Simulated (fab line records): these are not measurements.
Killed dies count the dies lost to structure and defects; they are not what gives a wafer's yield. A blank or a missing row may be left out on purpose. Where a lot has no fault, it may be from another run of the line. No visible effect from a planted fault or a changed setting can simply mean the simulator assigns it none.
Lot-split experiment    flow gf180mcu    23 wafers read across 5 lots, on a route 602 steps long

ABOUT THE SPLIT
At GF_V1_COAT_09 (resist thk 1000 nm), the setting resist thk nm was moved away from the recipe's 1000 nm on 8 of the 23 wafers read, by -4.1% to +5.7%. This setting was run at the recipe's value on the other wafers.

The reading is taken at the split's own step.

THE READING
KrF_of_V1_COAT_09.thk nm (the simulator's own value, which no gauge read), in nm, at GF_V1_COAT_09 (resist thk 1000 nm). There is no usual value for it anywhere in the file. Average 1000.5 nm, standard deviation 2.7 nm, over the 15 wafers here run with the recipe.

wafer   tool, chamber at the split  resist thk nm as run, nm  against the recipe  KrF_of_V1_COAT_09.thk nm, nm  against lot-mates on the recipe
L074.1  litho track-04, 0           1000                      recipe              1001                          -
L074.5  litho track-04, 0           1000                      recipe              1001                          -
L074.6  litho track-04, 0           1000                      recipe              1001                          -
L074.2  litho track-04, 0           1000                      recipe              998.5                         -
L074.3  litho track-04, 0           1000                      recipe              1002                          -
L075.2  litho track-03, 0           1000                      recipe              1003                          -
L075.4  litho track-03, 0           1000                      recipe              1003                          -
L075.5  litho track-03, 0           1000                      recipe              1005                          -
L082.2  litho track-03, 0           1000                      recipe              995.7                         -
L082.3  litho track-03, 0           1000                      recipe              999.3                         -
L082.4  litho track-03, 0           959.2                     -4.1%               955.6                         -42.1
L082.5  litho track-03, 0           959.2                     -4.1%               957.2                         -40.5
L082.6  litho track-03, 0           1000                      recipe              998                           -
L083.1  litho track-02, 0           1036                      +3.6%               1035                          +38.0
L083.5  litho track-02, 0           1036                      +3.6%               1035                          +38.0
L083.2  litho track-02, 0           1000                      recipe              998                           -
L083.3  litho track-02, 0           1000                      recipe              996                           -
L083.4  litho track-02, 0           1036                      +3.6%               1033                          +36.0
L085.1  litho track-03, 0           1000                      recipe              1003                          -
L085.6  litho track-03, 0           1000                      recipe              1003                          -
L085.2  litho track-03, 0           1057                      +5.7%               1059                          +56.0
L085.3  litho track-03, 0           1057                      +5.7%               1058                          +55.0
L085.5  litho track-03, 0           1057                      +5.7%               1058                          +55.0

FIT RESULTS
A straight line over all 23 wafers: KrF_of_V1_COAT_09.thk nm changes by +10.2 nm for each +1% of resist thk nm; r = +1.00; the points scatter about the line by 2.6 nm.
The same after taking each lot's own level away (the mean of its wafers on the recipe; 23 wafers): +9.94 nm for each +1%; r = +1.00; scatter 1.3 nm.
According to that fit, moving resist thk nm by its largest amount changes the reading by 57 nm.
From 997.00 to 1003.67 nm: that is the span of the lots' own levels, equal to 2.5 times the standard deviation above.
So the lot-to-lot level changes the slope little: the two slopes agree.
Check: for one of the wafers moved furthest among these (+5.7%), held out of the fit, the line's prediction against its lot-mates is +56.8 nm. It came out at +56 nm against them.

OTHER SPLITS ON THESE WAFERS
These wafers also went through other splits before the reading. Each is held against what the fit with the lots' levels taken away leaves over:
other split on the same wafers        wafers away from the commonest value  r with KrF_of_V1_COAT_09.thk nm (lot level and that fit taken away)
GF_M1_SPUTTER_03 chamber pressure pa  15                                    -0.07
GF_M1_STRIP_17 power w                5                                     +0.00
GF_V1_CVD_02 time s                   5                                     -0.30

FILE'S OWN FIT
KrF_of_V1_COAT_09.thk nm changes by +10 nm for each +1% of resist thk nm, r = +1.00.
